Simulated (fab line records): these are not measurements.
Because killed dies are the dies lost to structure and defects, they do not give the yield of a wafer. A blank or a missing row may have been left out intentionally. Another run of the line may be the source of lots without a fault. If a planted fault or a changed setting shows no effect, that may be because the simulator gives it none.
2 desks looking at one fault | flow gf180mcu | numbers are kept per desk, each desk with only its own; the story behind them comes last

AT THE METROLOGY DESK
Means of the sampled wafers that have a number, per lot and without regard to the tool the lot ran on: this is what the gauges read. Any lot whose mean is over 4 standard deviations away from the usual mean is out of limits and marked OUT; that distance is given in the brackets.
Columns: A = PASSIVATION_CVD_00_THK at GF_PASSIVATION_THK_MEAS_01, usual 1004 nm
lot  | first seen here | A
L731 | day 28 05:02    | 988
L732 | day 28 09:15    | 1021
L733 | day 28 20:53    | 1022
L735 | day 29 10:05    | 1006
L737 | day 30 01:17    | 1003
L738 | day 30 11:40    | 1018
L743 | day 31 20:15    | 1005
L747 | day 32 18:26    | 999
L748 | day 33 06:30    | 1009
L750 | day 33 09:55    | 989
L751 | day 33 12:45    | 1018
L753 | day 34 04:10    | 994
This desk's verdict: no lot among the 12 shows anything out of limits.

DESK OF THE TOOL OWNER: plasma-asher-02
The tool's own readings at GF_TOP_METAL_STRIP_17 (strips in O2/N2): means of the sampled wafers that have a number, for each lot that ran on this tool. Any lot whose mean is over 4 standard deviations away from the usual mean is out of limits and marked OUT; that distance is given in the brackets.
Columns: A = chamber-pressure-mTorr at GF_TOP_METAL_STRIP_17, usual 1500.0 mTorr; B = drypump-motor-current-A at GF_TOP_METAL_STRIP_17, usual 5.9 A; C = heater-power-w at GF_TOP_METAL_STRIP_17, usual 316 W; D = n2-flow-sccm at GF_TOP_METAL_STRIP_17, usual 300.1 sccm; E = oes-product-au at GF_TOP_METAL_STRIP_17, usual 0.711 a.u.; F = strip-time-to-endpoint-s at GF_TOP_METAL_STRIP_17, usual 13.47 s
lot  | first seen here | A      | B   | C   | D     | E     | F
L731 | day 28 04:23    | 1499.3 | 6.0 | 320 | 300.1 | 0.712 | 13.44
L732 | day 28 08:37    | 1500.3 | 6.0 | 320 | 300.1 | 0.712 | 13.59
L733 | day 28 20:14    | 1502.1 | 6.0 | 322 | 300.6 | 0.705 | 13.38
L738 | day 30 11:04    | 1500.6 | 5.8 | 314 | 299.3 | 0.712 | 13.46
L743 | day 31 19:34    | 1499.7 | 5.8 | 309 | 300.1 | 0.707 | 13.33
L747 | day 32 17:49    | 1501.1 | 6.0 | 320 | 299.9 | 0.711 | 13.50
This desk's verdict: no lot among the 6 shows anything out of limits.

PUT TOGETHER
Nothing out of limits was seen by the metrology desk.
The desk of the tool owner found nothing out of limits.

WHAT HAD BEEN PUT IN BY THE SIMULATOR
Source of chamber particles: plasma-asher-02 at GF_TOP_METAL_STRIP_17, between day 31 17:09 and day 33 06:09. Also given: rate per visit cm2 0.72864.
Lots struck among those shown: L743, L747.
